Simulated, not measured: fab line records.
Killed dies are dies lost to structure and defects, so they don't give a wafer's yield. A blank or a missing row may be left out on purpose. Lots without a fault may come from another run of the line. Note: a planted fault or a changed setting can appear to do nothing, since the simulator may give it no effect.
One fault seen from 2 desks	flow sfqLine	every desk sees just its own numbers, and what lay behind them comes last

AT THE TOOL OWNER'S DESK: cmp-02
The tool's own readings at SFQ_TRILAYER_I1_CMP_CMP_046 (polishes SiO2): means of the sampled wafers that have a number, for each lot that ran on this tool. A lot is out of limits, marked OUT, if its mean lies more than 4 standard deviations from the usual mean; the brackets give that distance.
Columns: A = motorCurrentA at SFQ_TRILAYER_I1_CMP_CMP_046, usual 10.1 A; B = platenRpm at SFQ_TRILAYER_I1_CMP_CMP_046, usual 60.01 rpm; C = timeToEndpointS at SFQ_TRILAYER_I1_CMP_CMP_046, usual 213 s
lot	first seen here	A	B	C
L671	day 24 06:01	10.8	60.01	211
L672	day 24 14:27	10.0	60.02	209
L675	day 26 05:53	9.6	60.02	212
L681	day 29 03:22	9.1	59.97	216
L682	day 29 10:34	9.8	59.99	209
L683	day 29 17:40	9.9	59.99	211
L684	day 30 05:17	9.5	66.02 (+99 or more) OUT	197
L686	day 30 11:17	9.8	66.03 (+99 or more) OUT	194
L694	day 34 21:23	9.6	59.99	226
This desk's verdict: out of limits on L684, L686, starting with L684 at day 30 05:17 (platenRpm at SFQ_TRILAYER_I1_CMP_CMP_046). L671, L672, L675, L681, L682, L683, L694: within limits.

AT THE METROLOGY DESK
Means of the sampled wafers that have a number, per lot and without regard to the tool the lot ran on: this is what the gauges read. A lot is out of limits, marked OUT, if its mean lies more than 4 standard deviations from the usual mean; the brackets give that distance.
Columns: A = INCOMING_BOW at SFQ_INCOMING_BOW_MEAS_900, usual 0 um
lot	first seen here	A
L671	day 1 10:00	-6
L672	day 1 15:00	-1
L675	day 2 06:00	-4
L676	day 2 11:00	5
L678	day 2 21:00	3
L679	day 3 02:04	0
L681	day 3 12:01	4
L682	day 3 17:00	4
L683	day 3 22:00	-4
L684	day 4 03:00	-2
L685	day 4 08:04	5
L686	day 4 13:00	-0
L687	day 4 18:00	-1
L694	day 6 05:01	-4
Finding of this desk: none of the 14 lots has anything out of limits.

TAKEN TOGETHER
The tool owner's desk had the chance to raise an alarm at day 30 05:17 on L684, L686.
At the metrology desk, nothing out of limits was observed.
The metrology desk holds a record of L684, L686, inside its limits.
All the named lots went through SFQ_TRILAYER_I1_CMP_CMP_046 on cmp-02.

WHAT THE SIMULATOR HAD INSERTED
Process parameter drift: cmp-02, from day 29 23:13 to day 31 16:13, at SFQ_TRILAYER_I1_CMP_CMP_046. The setting platenRpm was moved by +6, starting from 60. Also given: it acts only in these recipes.
Lots struck among those shown: L684, L686.
How many hours passed from the start of the fault until each desk's first out-of-limits reading: the tool owner's desk, 6.
